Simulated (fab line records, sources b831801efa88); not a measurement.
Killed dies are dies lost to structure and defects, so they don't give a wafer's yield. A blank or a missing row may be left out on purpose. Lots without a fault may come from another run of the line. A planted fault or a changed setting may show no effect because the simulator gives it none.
Chamber matching | flow gf180mcu | GF_V1_CMP_26 on cmp-02: 4 sister chambers
The step polishes, stops on SiO2, t overpolish 15 s, target thk 0 nm. 4 wafers are shown with their chamber, then 8 later ones without.

WAFERS WITH THEIR CHAMBER
wafer  | chamber | motor_current_A (A)
L184.2 | 0       | 11.5
L190.3 | 2       | 10.8
L190.6 | 1       | 12.2
L192.2 | 3       | 10.3

WAFERS WITHOUT THEIR CHAMBER
wafer  | motor_current_A (A)
L192.4 | 11.1
L192.6 | 10.3
L202.2 | 11.0
L202.5 | 13.1
L202.6 | 11.2
L204.1 | 11.0
L204.2 | 10.9
L204.6 | 10.2

WHICH CHAMBER EACH WENT THROUGH
wafer  | from the rows above               | in truth
L192.4 | can't be placed: 2 or 0 or 3      | 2
L192.6 | can't be placed: 3 or 2           | 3
L202.2 | can't be placed: 2 or 0 or 3      | 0
L202.5 | can't be placed: 1 or 0           | 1
L202.6 | can't be placed: 0 or 2 or 3 or 1 | 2
L204.1 | can't be placed: 2 or 0 or 3      | 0
L204.2 | can't be placed: 2 or 0 or 3      | 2
L204.6 | can't be placed: 3 or 2           | 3
Placed correctly: 0 of 8. Can't be placed from these rows: 8 (the true chamber is among the candidates in 8). Placed wrongly: 0.
How it was worked out, from the rows above alone: a wafer's distance from a chamber is the root of the sum, over the readings, of the square of ((its reading less the chamber's mean) divided by the reading's scatter). The wafer belongs to the nearest chamber; if the next one is less than 2 further off, it can't be placed. A chamber's mean is the mean of its shown wafers. The scatter: with one shown wafer a chamber, the root of the mean of the squares of how far each hidden wafer lies from its nearest shown one.
